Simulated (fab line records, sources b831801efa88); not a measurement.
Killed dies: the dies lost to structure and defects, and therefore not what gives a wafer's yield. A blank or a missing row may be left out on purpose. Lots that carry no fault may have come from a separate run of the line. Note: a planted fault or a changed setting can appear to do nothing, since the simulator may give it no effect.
fab line records | flow sky130
[record] lots = 7 | wafers = 21 | lastDay = 49
route steps=708 shown FIELD_ISO@11 PAD_OPEN@708
lots untouched by any fault: they come from a run of this same line in which no faults occurred
startH: hours from the record's first day to the start of the lot's first wafer shown | waitH: how many hours have passed since the lot's step before this one | " the same as in the row above | L1.1+2: a row that stands for several wafers | - no value, or no start given | * or withheld: withheld | < > ~ a bound
route shown NAME@n: NAME is a module with steps in the file, n the number in the route of the first one | usual: mean/standard deviation taken from wafers without a fault | same: alike in all rows | chamber/n: place in a boat | sites: per-site readings | _std_site: standard deviation across them | _edge_site: mean of outer sites minus mean of inner sites | radiusMm: how far each site lies from the wafer's centre | mask NAME#n: copy n | behind: tool/chamber where the wafer was last shaped | hold: what put the lot on hold/how long, in hours/how the hold closed | device: the n, p or np transistor that did not switch | end of line: at the end of the route, the tests of the same wafers | step lacking rows: just its recipe | killed: the dies lost at the first sort to structure and to defects; this is not the yield of the wafer | map: a wafer's dies, x killed, . not, _ none there
set.NAME: the setting that was run; set.NAME@STEP: the one run at that earlier step | model.NAME: the simulator's own value behind a step, which no gauge read
lots seen at some steps along the route; tables by step, rows by wafer
services: when a tool's chamber went out of use (startH, in hours from the record's first day, below 0 if earlier), for how many hours, and the reason
[[steps]]
[step SKY_FIELD_ISO_EXPOSE_10]
[recipe] maskId = FOM | na = 0.68 | sourceShape = annular | sigmaInner = 0.4 | sigmaOuter = 0.8 | targetCdNm = 150 | doseMj = 28
[step SKY_FIELD_ISO_PEB_11]
[recipe] pebTempC = withheld | pebTimeS = withheld | resist = KrF-thick
[step SKY_FIELD_ISO_DEVELOP_12]
[recipe] developTimeS = 60 | resist = KrF-thick | devTempC = 21
[step SKY_FIELD_ISO_CD_MEAS_13]
[recipe] targetCdNm = 150
[usual] cdNm = 150.0/1.5
lot.wafer | tool     | chamber | startH | waitH | cdNm
L290.3    | cdSem-01 | -       | 55.59  | -     | 152.2
L290.5    | "        | -       | "      | "     | 150.2
L290.6    | "        | -       | "      | "     | 151.3
L292.1    | cdSem-02 | -       | 69.63  | -     | 149.4
L292.4    | "        | -       | "      | "     | 152.2
L292.5    | "        | -       | "      | "     | 151.5
L293.1    | cdSem-02 | -       | 73.31  | -     | 147.7
L293.3    | "        | -       | "      | "     | 148.1
L293.4    | "        | -       | "      | "     | 147.7
L297.3    | cdSem-02 | -       | 92.44  | -     | 150.0
L297.4    | "        | -       | "      | "     | 152.9
L297.5    | "        | -       | "      | "     | 152.0
L302.1    | cdSem-02 | -       | 118.05 | -     | 149.2
L302.2    | "        | -       | "      | "     | 149.9
L302.6    | "        | -       | "      | "     | 148.2
L303.2    | cdSem-01 | -       | 123.57 | -     | 152.5
L303.3    | "        | -       | "      | "     | 150.6
L303.5    | "        | -       | "      | "     | 150.2
L304.2    | cdSem-02 | -       | 127.10 | -     | 149.6
L304.4    | "        | -       | "      | "     | 150.7
L304.5    | "        | -       | "      | "     | 149.5
[step SKY_FIELD_ISO_ETCH_14]
[recipe] chemistry = N2/H2 | target = BARC | ionEnergyEv = 200 | sourceW = 500 | biasW = 100 | pressureMtorr = 30 | n2FlowSccm = 100 | h2FlowSccm = 200 | stopOn = SiO2 | timeS = 45.9 | targetDepthA = 600
[usual] drypumpMotorCurrentA = 5.9/0.43 | oesProductAu = 0.854/0.0047 | throttleValvePct = 13.224/0.0082
lot.wafer | tool       | chamber | startH | waitH | drypumpMotorCurrentA | oesProductAu | rfHoursCounterH | throttleValvePct
L290.3    | rieDiel-02 | 3       | 55.67  | 0.1   | 6.0                  | 0.845        | 63              | 13.221
L290.5    | "          | 2       | "      | "     | 5.6                  | 0.846        | -               | 13.231
L290.6    | "          | 1       | "      | "     | 5.7                  | 0.867        | -               | 13.229
L292.1    | rieDiel-01 | 2       | 69.75  | 0.1   | 6.2                  | 0.852        | 117             | 13.213
L292.4    | "          | 1       | "      | "     | 6.0                  | 0.852        | 59              | 13.235
L292.5    | "          | 2       | "      | "     | 6.2                  | 0.857        | -               | 13.209
L293.1    | rieDiel-01 | 3       | 73.43  | 0.1   | 4.7                  | 0.859        | 160             | 13.222
L293.3    | "          | 2       | "      | "     | 6.2                  | 0.850        | 117             | 13.219
L293.4    | "          | 0       | "      | "     | 5.5                  | 0.857        | 86              | 13.233
L297.3    | rieDiel-02 | 3       | 92.52  | 0.1   | 6.0                  | 0.851        | 64              | 13.226
L297.4    | "          | 3       | "      | "     | 6.1                  | 0.849        | -               | 13.236
L297.5    | "          | 2       | "      | "     | 5.6                  | 0.864        | -               | 13.232
L302.1    | rieDiel-04 | 2       | 118.17 | 0.1   | 6.4                  | 0.847        | 168             | 13.236
L302.2    | "          | 1       | "      | "     | 5.9                  | 0.860        | 141             | 13.227
L302.6    | "          | 2       | "      | "     | 6.4                  | 0.858        | -               | 13.227
L303.2    | rieDiel-01 | 2       | 123.67 | 0.1   | 6.2                  | 0.854        | 118             | 13.230
L303.3    | "          | 1       | "      | "     | 6.0                  | 0.849        | 61              | 13.217
L303.5    | "          | 1       | "      | "     | 6.0                  | 0.850        | -               | 13.224
L304.2    | rieDiel-04 | 1       | 127.20 | 0.1   | 5.9                  | 0.855        | 142             | 13.226
L304.4    | "          | 0       | "      | "     | 6.5                  | 0.851        | -               | 13.220
L304.5    | "          | 1       | "      | "     | 5.9                  | 0.853        | -               | 13.221
[step SKY_FIELD_ISO_ETCH_15]
[recipe] chemistry = CHF3/O2 | targetDepthNm = 180 | stopOn = Si | sourceW = 600 | biasW = 200 | pressureMtorr = 40 | chf3FlowSccm = 50 | O2_flow_sccm = 5 | timeS = 72
[usual] O2_flow_sccm = 5.002/0.014 | drypumpMotorCurrentA = 5.9/0.42 | oesProductAu = 0.947/0.0069 | throttleValvePct = 8.845/0.0095
lot.wafer | tool       | chamber | startH | waitH | O2_flow_sccm | drypumpMotorCurrentA | oesProductAu | rfHoursCounterH | throttleValvePct
L290.3    | rieDiel-02 | 3       | 55.72  | 0.0   | 5.008        | 6.0                  | 0.938        | 63              | 8.836
L290.5    | "          | 2       | "      | "     | 5.006        | 5.5                  | 0.954        | -               | 8.848
L290.6    | "          | 1       | "      | "     | 4.986        | 5.7                  | 0.950        | -               | 8.845
L292.1    | rieDiel-01 | 2       | 69.79  | 0.0   | 5.000        | 6.2                  | 0.949        | 117             | 8.849
L292.4    | "          | 1       | "      | "     | 5.015        | 6.0                  | 0.957        | 59              | 8.839
L292.5    | "          | 2       | "      | "     | 5.009        | 6.2                  | 0.954        | -               | 8.835
L293.1    | rieDiel-01 | 3       | 73.48  | 0.0   | 5.009        | 4.7                  | 0.952        | 160             | 8.850
L293.3    | "          | 2       | "      | "     | 4.991        | 6.2                  | 0.944        | 117             | 8.845
L293.4    | "          | 0       | "      | "     | 5.016        | 5.5                  | 0.947        | 86              | 8.851
L297.3    | rieDiel-02 | 3       | 92.57  | 0.0   | 4.987        | 6.1                  | 0.951        | 64              | 8.847
L297.4    | "          | 3       | "      | "     | 5.013        | 6.1                  | 0.946        | -               | 8.844
L297.5    | "          | 2       | "      | "     | 4.988        | 5.5                  | 0.940        | -               | 8.867
L302.1    | rieDiel-04 | 2       | 118.24 | 0.0   | 5.023        | 6.4                  | 0.947        | 168             | 8.844
L302.2    | "          | 1       | "      | "     | 5.017        | 5.9                  | 0.935        | 141             | 8.847
L302.6    | "          | 2       | "      | "     | 5.017        | 6.4                  | 0.945        | -               | 8.821
L303.2    | rieDiel-01 | 2       | 123.72 | 0.0   | 5.000        | 6.2                  | 0.945        | 118             | 8.840
L303.3    | "          | 1       | "      | "     | 4.991        | 6.0                  | 0.934        | 61              | 8.846
L303.5    | "          | 1       | "      | "     | 4.986        | 6.0                  | 0.953        | -               | 8.849
L304.2    | rieDiel-04 | 1       | 127.24 | 0.0   | 5.016        | 5.9                  | 0.950        | 142             | 8.842
L304.4    | "          | 0       | "      | "     | 5.019        | 6.6                  | 0.941        | -               | 8.857
L304.5    | "          | 1       | "      | "     | 4.980        | 5.9                  | 0.942        | -               | 8.844
[step SKY_FIELD_ISO_STRIP_16]
[recipe] chemistry = O2/N2 | powerW = 1400 | pressureMtorr = 1500 | platenTempC = withheld | o2FlowSccm = 3000 | n2FlowSccm = 300 | overashFraction = 0.5
[usual] drypumpMotorCurrentA = 5.68/0.3 | oesProductAu = 0.378/0.0046 | stripTimeToEndpointS = 3.54/0.048
lot.wafer | tool           | chamber | startH | waitH | drypumpMotorCurrentA | oesProductAu | rfHoursCounterH | stripTimeToEndpointS
L290.3    | plasmaAsher-01 | 0       | 55.81  | 0.1   | 5.77                 | 0.380        | -               | 3.56
L290.5    | "              | 0       | "      | "     | 5.75                 | 0.375        | -               | 3.58
L290.6    | "              | 1       | "      | "     | 5.29                 | 0.381        | -               | 3.53
L292.1    | plasmaAsher-02 | 0       | 69.85  | 0.0   | 6.13                 | 0.378        | 25              | 3.56
L292.4    | "              | 0       | "      | "     | 6.15                 | 0.368        | -               | 3.52
L292.5    | "              | 0       | "      | "     | 6.12                 | 0.370        | -               | 3.56
L293.1    | plasmaAsher-02 | 1       | 73.53  | 0.0   | 5.47                 | 0.379        | 25              | 3.50
L293.3    | "              | 0       | "      | "     | 6.13                 | 0.366        | -               | 3.56
L293.4    | "              | 1       | "      | "     | 5.47                 | 0.375        | -               | 3.57
L297.3    | plasmaAsher-01 | 0       | 92.66  | 0.1   | 5.76                 | 0.380        | -               | 3.57
L297.4    | "              | 1       | "      | "     | 5.30                 | 0.375        | -               | 3.56
L297.5    | "              | 1       | "      | "     | 5.29                 | 0.386        | -               | 3.62
L302.1    | plasmaAsher-02 | 1       | 118.32 | 0.1   | 5.45                 | 0.377        | 30              | 3.47
L302.2    | "              | 0       | "      | "     | 6.13                 | 0.374        | 30              | 3.51
L302.6    | "              | 1       | "      | "     | 5.47                 | 0.381        | -               | 3.50
L303.2    | plasmaAsher-02 | 1       | 123.77 | 0.0   | 5.46                 | 0.381        | 31              | 3.56
L303.3    | "              | 0       | "      | "     | 6.13                 | 0.376        | -               | 3.51
L303.5    | "              | 1       | "      | "     | 5.48                 | 0.373        | -               | 3.51
L304.2    | plasmaAsher-01 | 1       | 127.30 | 0.0   | 5.29                 | 0.382        | 1               | 3.51
L304.4    | "              | 0       | "      | "     | 5.76                 | 0.369        | -               | 3.51
L304.5    | "              | 0       | "      | "     | 5.77                 | 0.376        | -               | 3.51
[step SKY_FIELD_ISO_ETCH_17]
[recipe] targetDepthA = 3420 | maskMaterial = Si3N4 | chemistry = HBr/Cl2/O2 | target = Si | taperDeg = 5 | icpW = 600 | biasW = 150 | pressureMtorr = 15 | HBr_flow_sccm = 150 | Cl2_flow_sccm = 40 | O2_flow_sccm = 6 | timeS = 97.7
[usual] O2_flow_sccm = 6.001/0.021 | drypumpMotorCurrentA = 6.2/0.49 | oesProductAu = 1.009/0.012 | throttleValvePct = 25.649/0.011
lot.wafer | tool     | chamber | startH | waitH | O2_flow_sccm | drypumpMotorCurrentA | oesProductAu | rfHoursCounterH | throttleValvePct
L290.3    | rieSi-02 | 3       | 55.87  | 0.0   | 6.007        | 6.8                  | 1.028        | 1               | 25.640
L290.5    | "        | 2       | "      | "     | 5.972        | 5.9                  | 0.992        | -               | 25.655
L290.6    | "        | 3       | "      | "     | 6.004        | 6.7                  | 1.003        | -               | 25.629
L292.1    | rieSi-01 | 3       | 69.95  | 0.1   | 6.000        | 5.9                  | 1.033        | 63              | 25.644
L292.4    | "        | 2       | "      | "     | 6.026        | 5.2                  | 1.028        | 46              | 25.624
L292.5    | "        | 0       | "      | "     | 5.989        | 6.5                  | 1.013        | -               | 25.643
L293.1    | rieSi-01 | 1       | 73.63  | 0.1   | 6.010        | 6.6                  | 1.014        | 43              | 25.643
L293.3    | "        | 2       | "      | "     | 6.004        | 5.2                  | 1.020        | 47              | 25.640
L293.4    | "        | 3       | "      | "     | 5.998        | 5.9                  | 1.025        | 63              | 25.651
L297.3    | rieSi-01 | 0       | 92.72  | 0.0   | 5.982        | 6.5                  | 1.006        | 2               | 25.645
L297.4    | "        | 2       | "      | "     | 6.029        | 5.2                  | 1.009        | 47              | 25.651
L297.5    | "        | 1       | "      | "     | 6.013        | 6.6                  | 1.024        | -               | 25.646
L302.1    | rieSi-01 | 3       | 118.42 | 0.1   | 6.043        | 5.9                  | 1.030        | 64              | 25.641
L302.2    | "        | 0       | "      | "     | 6.025        | 6.5                  | 1.004        | 2               | 25.656
L302.6    | "        | 2       | "      | "     | 6.036        | 5.2                  | 1.008        | -               | 25.660
L303.2    | rieSi-01 | 1       | 123.87 | 0.1   | 5.997        | 6.6                  | 1.013        | 44              | 25.650
L303.3    | "        | 3       | "      | "     | 5.955        | 5.9                  | 1.016        | 64              | 25.651
L303.5    | "        | 1       | "      | "     | 6.011        | 6.6                  | 1.007        | -               | 25.646
L304.2    | rieSi-01 | 0       | 127.40 | 0.1   | 6.018        | 6.5                  | 1.005        | 2               | 25.663
L304.4    | "        | 2       | "      | "     | 6.035        | 5.2                  | 1.010        | 47              | 25.640
L304.5    | "        | 1       | "      | "     | 5.976        | 6.6                  | 1.002        | -               | 25.654
[step SKY_FIELD_ISO_WET_ETCH_18]
[recipe] chemistry = H3PO4 | targetDepthNm = 25 | tempC = 160 | target = Si3N4 | timeS = 286
[step SKY_FIELD_ISO_CLEAN_19]
[recipe] chemistry = SC1/SC2 | mix = 1:4:20 | tempC = 70 | timeS = 150
[step SKY_FIELD_ISO_CLEAN_20]
[recipe] chemistry = dHF | timeS = 20 | dilution = 100:1
[step SKY_FIELD_ISO_WET_ETCH_21]
[recipe] chemistry = dHF | dilution = 100:1 | targetDepthNm = 20 | dry = ipaMarangoni | target = SiO2 | tempC = 25 | timeS = 400
[step SKY_FIELD_ISO_OXIDATION_22]
[recipe] tempC = 950 | ambient = O2 | stabiliseS = 600 | purgeS = 300 | targetThkA = 100 | oxTimeS = 623
lot.wafer | tool       | chamber | startH | waitH | model.SiO2_of_FIELD_ISO_OXIDATION_22.thkNm
L290.3    | furnace-01 | 0       | 57.35  | 1.1   | 9.786
L290.5    | "          | 0       | "      | "     | 9.864
L290.6    | "          | 0       | "      | "     | 10.06
L292.1    | furnace-02 | 0       | 70.83  | 0.5   | 10.04
L292.4    | "          | 0       | "      | "     | 9.863
L292.5    | "          | 0       | "      | "     | 9.912
L293.1    | furnace-02 | 0       | 73.98  | 0.0   | 9.835
L293.3    | "          | 0       | "      | "     | 9.857
L293.4    | "          | 0       | "      | "     | 9.719
L297.3    | furnace-01 | 0       | 93.65  | 0.6   | 10.15
L297.4    | "          | 0       | "      | "     | 9.984
L297.5    | "          | 0       | "      | "     | 10.16
L302.1    | furnace-02 | 0       | 123.44 | 4.7   | 4.279
L302.2    | "          | 0       | "      | "     | 4.394
L302.6    | "          | 0       | "      | "     | 4.177
L303.2    | furnace-02 | 0       | 128.91 | 4.7   | 4.465
L303.3    | "          | 0       | "      | "     | 4.464
L303.5    | "          | 0       | "      | "     | 4.46
L304.2    | furnace-02 | 0       | 128.91 | 1.2   | 4.537
L304.4    | "          | 0       | "      | "     | 4.327
L304.5    | "          | 0       | "      | "     | 4.422
[step SKY_FIELD_ISO_THK_MEAS_23]
[recipe] reads = SiO2_of_FIELD_ISO_OXIDATION_22
[usual] FIELD_ISO_OXIDATION_01_THK = 10.03/0.19
lot.wafer | tool         | chamber | startH | waitH | FIELD_ISO_OXIDATION_01_THK[nm]
L290.3    | filmMetro-03 | -       | 58.54  | 0.0   | 9.80
L290.5    | "            | -       | "      | "     | 9.89
L290.6    | "            | -       | "      | "     | 10.06
L292.1    | filmMetro-02 | -       | 72.00  | 0.0   | 10.05
L292.4    | "            | -       | "      | "     | 9.84
L292.5    | "            | -       | "      | "     | 9.93
L293.1    | filmMetro-03 | -       | 75.15  | 0.0   | 9.86
L293.3    | "            | -       | "      | "     | 9.86
L293.4    | "            | -       | "      | "     | 9.65
L297.3    | filmMetro-03 | -       | 94.84  | 0.0   | 10.16
L297.4    | "            | -       | "      | "     | 10.00
L297.5    | "            | -       | "      | "     | 10.15
L302.1    | filmMetro-02 | -       | 124.62 | 0.0   | 4.30
L302.2    | "            | -       | "      | "     | 4.43
L302.6    | "            | -       | "      | "     | 4.16
L303.2    | filmMetro-04 | -       | 130.09 | 0.0   | 4.48
L303.3    | "            | -       | "      | "     | 4.48
L303.5    | "            | -       | "      | "     | 4.47
L304.2    | filmMetro-02 | -       | 130.13 | 0.0   | 4.52
L304.4    | "            | -       | "      | "     | 4.31
L304.5    | "            | -       | "      | "     | 4.38
[step SKY_FIELD_ISO_CVD_24]
[recipe] material = SiO2 | targetThkNm = 595 | tempC = 650 | sigmaOpenFrac = 0.3 | timeS = 99.2 | sih4FlowSccm = 60 | pressureMtorr = 6
[step SKY_PAD_OPEN_PROBE_99]
[usual] killed_at_M0_to_M3 = 42/6.6 | killed_at_M4_up = 3.1/1.9 | killedAtContacts = 24/5.6 | killedAtFrontEnd = 15/4.8 | killedAtOther = 0.3/0.48 | killedDies = 84/10 | killedOpen = 47/6.8 | killedShort = 37/6.8
[same] grossDies = 492 | killedAtBackSide = 0
lot.wafer | tool      | chamber | startH  | waitH | killed_at_M0_to_M3 | killed_at_M4_up | killedAtContacts | killedAtFrontEnd | killedAtOther | killedDies | killedOpen | killedShort | model.etest.diodeNdiffFingers.leakLog10ACm2 | model.etest.diodePdiffFingers.leakLog10ACm2 | model.etest.sramNfetPass.offLog10AUm | model.etest.nfet_01v8.offLog10AUm
L290.3    | prober-02 | -       | 1106.73 | 0.2   | 35                 | 0               | 25               | 20               | 0             | 80         | 41         | 39          | -6.841                                      | -6.509                                      | -12.61                               | -13.39
L290.5    | prober-02 | -       | 1106.83 | 0.2   | 37                 | 2               | 29               | 20               | 1             | 89         | 53         | 36          | -6.748                                      | -6.747                                      | -12.75                               | -13.27
L290.6    | prober-02 | -       | 1106.88 | 0.2   | 37                 | 1               | 26               | 11               | 0             | 75         | 44         | 31          | -6.712                                      | -6.455                                      | -12.49                               | -13.36
L292.1    | prober-02 | -       | 1122.43 | 0.1   | 39                 | 2               | 25               | 11               | 0             | 77         | 34         | 43          | -6.775                                      | -6.521                                      | -12.97                               | -13.39
L292.4    | prober-02 | -       | 1122.58 | 0.2   | 39                 | 4               | 18               | 12               | 0             | 73         | 42         | 31          | -6.817                                      | -6.58                                       | -12.6                                | -13.4
L292.5    | prober-02 | -       | 1122.63 | 0.2   | 46                 | 3               | 20               | 18               | 0             | 87         | 42         | 45          | -6.485                                      | -6.546                                      | -13.02                               | -13.34
L293.1    | prober-01 | -       | 1126.53 | 0.1   | 37                 | 0               | 26               | 16               | 0             | 79         | 42         | 37          | -6.502                                      | -6.667                                      | -12.75                               | -13.29
L293.3    | prober-01 | -       | 1126.63 | 0.2   | 30                 | 0               | 18               | 12               | 0             | 60         | 32         | 28          | -6.661                                      | -6.693                                      | -12.46                               | -13.34
L293.4    | prober-01 | -       | 1126.68 | 0.2   | 38                 | 2               | 28               | 11               | 0             | 79         | 52         | 27          | -6.618                                      | -6.878                                      | -12.87                               | -13.35
L297.3    | prober-01 | -       | 1145.28 | 0.2   | 49                 | 6               | 23               | 8                | 0             | 86         | 43         | 43          | -6.535                                      | -6.578                                      | -12.71                               | -13.31
L297.4    | prober-01 | -       | 1145.33 | 0.2   | 49                 | 3               | 30               | 23               | 0             | 105        | 55         | 50          | -6.686                                      | -6.497                                      | -12.25                               | -13.2
L297.5    | prober-01 | -       | 1145.38 | 0.2   | 42                 | 1               | 11               | 15               | 0             | 69         | 43         | 26          | -6.56                                       | -6.628                                      | -12.74                               | -13.31
L302.1    | prober-02 | -       | 1177.22 | 0.1   | 43                 | 4               | 18               | 16               | 1             | 82         | 38         | 44          | -6.175                                      | -6.122                                      | -12.15                               | -13.3
L302.2    | prober-02 | -       | 1177.27 | 0.1   | 42                 | 3               | 23               | 14               | 0             | 82         | 42         | 40          | -6.363                                      | -6.199                                      | -12.18                               | -13.31
L302.6    | prober-02 | -       | 1177.47 | 0.2   | 41                 | 3               | 32               | 31               | 0             | 107        | 55         | 52          | -5.836                                      | -6.258                                      | -12.19                               | -13.3
L303.2    | prober-01 | -       | 1180.78 | 0.1   | 44                 | 1               | 34               | 16               | 1             | 96         | 58         | 38          | -6.14                                       | -5.934                                      | -11.97                               | -13.17
L303.3    | prober-01 | -       | 1180.83 | 0.2   | 35                 | 4               | 32               | 21               | 1             | 93         | 56         | 37          | -6.601                                      | -6.111                                      | -12.4                                | -13.36
L303.5    | prober-01 | -       | 1180.93 | 0.2   | 53                 | 4               | 31               | 21               | 1             | 110        | 56         | 54          | -6.482                                      | -6.148                                      | -12.35                               | -13.28
L304.2    | prober-02 | -       | 1181.49 | 0.1   | 35                 | 2               | 20               | 11               | 0             | 68         | 41         | 27          | -6.254                                      | -6.277                                      | -12.44                               | -13.23
L304.4    | prober-02 | -       | 1181.59 | 0.2   | 31                 | 3               | 13               | 13               | 0             | 60         | 30         | 30          | -6.262                                      | -6.093                                      | -12.05                               | -13.14
L304.5    | prober-02 | -       | 1181.64 | 0.2   | 41                 | 4               | 29               | 13               | 0             | 87         | 55         | 32          | -6.257                                      | -6.343                                      | -12.29                               | -13.23
// killed by level:class
L290.3 VIA1:geometricParticle:open=12 LI_CONTACT:geometricParticle:open=9 POLY_GATE:geometricParticle:short=6 CONTACT:geometricParticle:open=6 CONTACT:geometricParticle:short=6 VIA1:geometricParticle:short=4 METAL2:geometricParticle:short=4 VIA2:geometricParticle:open=4
L290.5 CONTACT:geometricParticle:open=12 VIA1:geometricParticle:open=10 FIELD_ISO:geometricParticle:open=7 LI_CONTACT:geometricParticle:open=6 VIA3:geometricParticle:open=5 FIELD_ISO:geometricParticle:short=4 POLY_GATE:geometricParticle:open=4 POLY_GATE:geometricParticle:short=4
L290.6 VIA1:geometricParticle:open=12 CONTACT:geometricParticle:open=10 VIA3:geometricParticle:open=6 LI_CONTACT:geometricParticle:short=5 CONTACT:geometricParticle:short=5 FIELD_ISO:geometricParticle:open=4 VIA2:geometricParticle:open=4 VIA3:geometricParticle:short=4
L292.1 VIA1:geometricParticle:open=10 METAL1:geometricParticle:short=9 LOCAL_INTERCONNECT:geometricParticle:short=8 CONTACT:geometricParticle:open=7 VIA2:geometricParticle:open=6 CONTACT:geometricParticle:short=5 VIA1:geometricParticle:short=5 METAL3:geometricParticle:short=4
L292.4 METAL1:geometricParticle:short=8 CONTACT:geometricParticle:open=7 VIA1:geometricParticle:open=7 LI_CONTACT:geometricParticle:open=5 VIA1:geometricParticle:short=5 VIA2:geometricParticle:open=5 VIA3:geometricParticle:open=5 METAL1:geometricParticle:open=4
L292.5 VIA1:geometricParticle:open=14 METAL1:geometricParticle:short=7 FIELD_ISO:geometricParticle:open=6 VIA1:geometricParticle:short=6 LI_CONTACT:geometricParticle:short=5 LOCAL_INTERCONNECT:geometricParticle:short=5 VIA2:geometricParticle:open=5 FIELD_ISO:geometricParticle:short=4
L293.1 VIA3:geometricParticle:open=10 CONTACT:geometricParticle:open=9 METAL1:geometricParticle:short=8 LOCAL_INTERCONNECT:geometricParticle:short=7 LI_CONTACT:geometricParticle:open=6 POLY_GATE:geometricParticle:short=4 VIA2:geometricParticle:open=4 VIA1:geometricParticle:short=4
L293.3 CONTACT:geometricParticle:open=11 METAL1:geometricParticle:short=5 VIA2:geometricParticle:short=5 FIELD_ISO:geometricParticle:short=4 VIA1:geometricParticle:short=4 VIA2:geometricParticle:open=4 POLY_GATE:geometricParticle:open=3 LI_CONTACT:geometricParticle:open=3
L293.4 VIA1:geometricParticle:open=10 CONTACT:geometricParticle:open=9 VIA3:geometricParticle:open=9 LI_CONTACT:geometricParticle:open=8 LOCAL_INTERCONNECT:geometricParticle:short=8 METAL1:geometricParticle:short=5 VIA2:geometricParticle:open=5 FIELD_ISO:geometricParticle:open=4
L297.3 VIA2:geometricParticle:open=9 VIA3:geometricParticle:open=9 CONTACT:geometricParticle:open=7 VIA1:geometricParticle:open=6 CONTACT:geometricParticle:short=6 METAL1:geometricParticle:short=5 METAL4:geometricParticle:short=5 LOCAL_INTERCONNECT:geometricParticle:short=4
L297.4 VIA1:geometricParticle:open=11 VIA1:geometricParticle:short=10 LI_CONTACT:geometricParticle:open=9 METAL1:geometricParticle:short=9 POLY_GATE:geometricParticle:open=7 CONTACT:geometricParticle:open=7 FIELD_ISO:geometricParticle:short=6 VIA3:geometricParticle:open=6
L297.5 VIA1:geometricParticle:open=9 VIA2:geometricParticle:open=8 FIELD_ISO:geometricParticle:open=5 CONTACT:geometricParticle:open=5 VIA1:geometricParticle:short=5 METAL2:geometricParticle:short=5 VIA3:geometricParticle:open=5 LI_CONTACT:geometricParticle:open=4
L302.1 CONTACT:geometricParticle:open=10 FIELD_ISO:geometricParticle:short=6 METAL1:geometricParticle:short=6 VIA1:geometricParticle:short=6 VIA2:geometricParticle:open=6 VIA3:geometricParticle:open=6 VIA1:geometricParticle:open=5 FIELD_ISO:geometricParticle:open=4
L302.2 VIA2:geometricParticle:open=10 VIA3:geometricParticle:open=9 METAL2:geometricParticle:short=7 CONTACT:geometricParticle:open=6 VIA1:geometricParticle:open=6 LOCAL_INTERCONNECT:geometricParticle:short=5 CONTACT:geometricParticle:short=5 LI_CONTACT:geometricParticle:open=4
L302.6 FIELD_ISO:geometricParticle:open=12 CONTACT:geometricParticle:open=11 VIA3:geometricParticle:open=8 VIA1:geometricParticle:open=7 LI_CONTACT:geometricParticle:open=7 CONTACT:geometricParticle:short=7 FIELD_ISO:geometricParticle:short=6 METAL2:geometricParticle:short=6
L303.2 LI_CONTACT:geometricParticle:open=13 CONTACT:geometricParticle:open=10 VIA3:geometricParticle:open=10 VIA2:geometricParticle:open=7 VIA1:geometricParticle:open=7 FIELD_ISO:geometricParticle:open=6 VIA1:geometricParticle:short=6 CONTACT:geometricParticle:short=5
L303.3 LI_CONTACT:geometricParticle:open=12 CONTACT:geometricParticle:open=12 VIA1:geometricParticle:open=7 VIA1:geometricParticle:short=7 POLY_GATE:geometricParticle:open=6 VIA3:geometricParticle:open=6 FIELD_ISO:geometricParticle:open=4 LOCAL_INTERCONNECT:geometricParticle:short=4
L303.5 VIA2:geometricParticle:open=12 VIA3:geometricParticle:open=11 LOCAL_INTERCONNECT:geometricParticle:short=9 LI_CONTACT:geometricParticle:open=7 FIELD_ISO:geometricParticle:short=6 CONTACT:geometricParticle:open=6 VIA1:geometricParticle:short=6 POLY_GATE:geometricParticle:open=5
L304.2 VIA1:geometricParticle:open=10 LI_CONTACT:geometricParticle:open=8 VIA2:geometricParticle:open=7 METAL1:geometricParticle:short=6 CONTACT:geometricParticle:short=5 CONTACT:geometricParticle:open=5 POLY_GATE:geometricParticle:open=3 VIA1:geometricParticle:short=3
L304.4 CONTACT:geometricParticle:open=6 VIA1:geometricParticle:open=5 FIELD_ISO:geometricParticle:short=4 FIELD_ISO:geometricParticle:open=4 METAL2:geometricParticle:short=4 VIA2:geometricParticle:open=4 POLY_GATE:geometricParticle:short=3 METAL1:geometricParticle:short=3
L304.5 CONTACT:geometricParticle:open=13 VIA1:geometricParticle:open=9 VIA2:geometricParticle:open=8 LI_CONTACT:geometricParticle:open=6 POLY_GATE:geometricParticle:open=5 METAL1:geometricParticle:short=5 LOCAL_INTERCONNECT:geometricParticle:short=4 CONTACT:geometricParticle:short=4
[[services]]
tool           | chamber | startH | hours | kind
rieDiel-02     | -       | 38.18  | 2.8   | pm
rieSi-01       | 1       | 46.93  | 2.4   | repair
rieSi-01       | 1       | 55.18  | 2.6   | repair
rieSi-01       | -       | 57.62  | 1.2   | repair
furnace-02     | -       | 67.78  | 3.0   | pm
rieDiel-02     | 1       | 71.00  | -     | clean
rieDiel-02     | 1       | 71.00  | 26.8  | scheduledDown
rieDiel-02     | 1       | 71.00  | 26.8  | ventCycle
rieDiel-04     | 2       | 89.28  | 25.7  | repair
rieDiel-01     | 3       | 91.29  | 13.2  | repair
rieSi-02       | 3       | 107.41 | 7.8   | repair
plasmaAsher-01 | -       | 108.75 | 9.0   | pm
rieDiel-02     | 0       | 111.21 | -     | clean
rieDiel-02     | 0       | 111.21 | 30.3  | scheduledDown
rieDiel-02     | 0       | 111.21 | 30.3  | ventCycle
rieDiel-04     | 0       | 112.34 | 5.9   | repair
furnace-01     | -       | 114.12 | 55.8  | pm
rieDiel-04     | 3       | 116.54 | 10.0  | repair
rieDiel-01     | 3       | 121.39 | -     | clean
rieDiel-01     | 3       | 121.39 | 20.0  | scheduledDown
rieDiel-01     | 3       | 121.39 | 20.0  | ventCycle
rieDiel-04     | 2       | 126.51 | -     | clean
rieDiel-04     | 2       | 126.51 | 18.7  | scheduledDown
rieDiel-04     | 2       | 126.51 | 18.7  | ventCycle
[[key]]
[firstSign] step = SKY_FIELD_ISO_THK_MEAS_23 | reading = FIELD_ISO_OXIDATION_01_THK | direction = down | sigmas = 29 | usual = 10.03 | struck = 4.39
effect none on later readings
[modelEffect] step = SKY_FIELD_ISO_OXIDATION_22 | value = SiO2_of_FIELD_ISO_OXIDATION_22.thkNm | without = 10.09 | struck = 4.391
[modelEffect] step = SKY_PAD_OPEN_PROBE_99 | value = etest.diodeNdiffFingers.leakLog10ACm2 | without = -6.688 | struck = -6.263
metAt SKY_FIELD_ISO_OXIDATION_22
struckWafers L302.1,L302.2,L302.6,L303.2,L303.3,L303.5,L304.2,L304.4,L304.5
testerLeftOut L302,L303,L304
onsetBetween 73.98 123.44
alsoFits time
[fault] kind = processParameterDrift | tool = furnace-02 | chamber = - | onsetH = 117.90 | steps = SKY_FIELD_ISO_OXIDATION_22 | channel = oxTimeS | offset = * | shape = step | endH = 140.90 | actsIn = * | stated = *
// testerLeftOut: of these lots the tester's yield and bins aren't shown, on N5 and GAA mostly nor the transistor test; their killed dies are dies lost to structure and defects alone, not to doping, threshold or leakage, so they don't give the yield
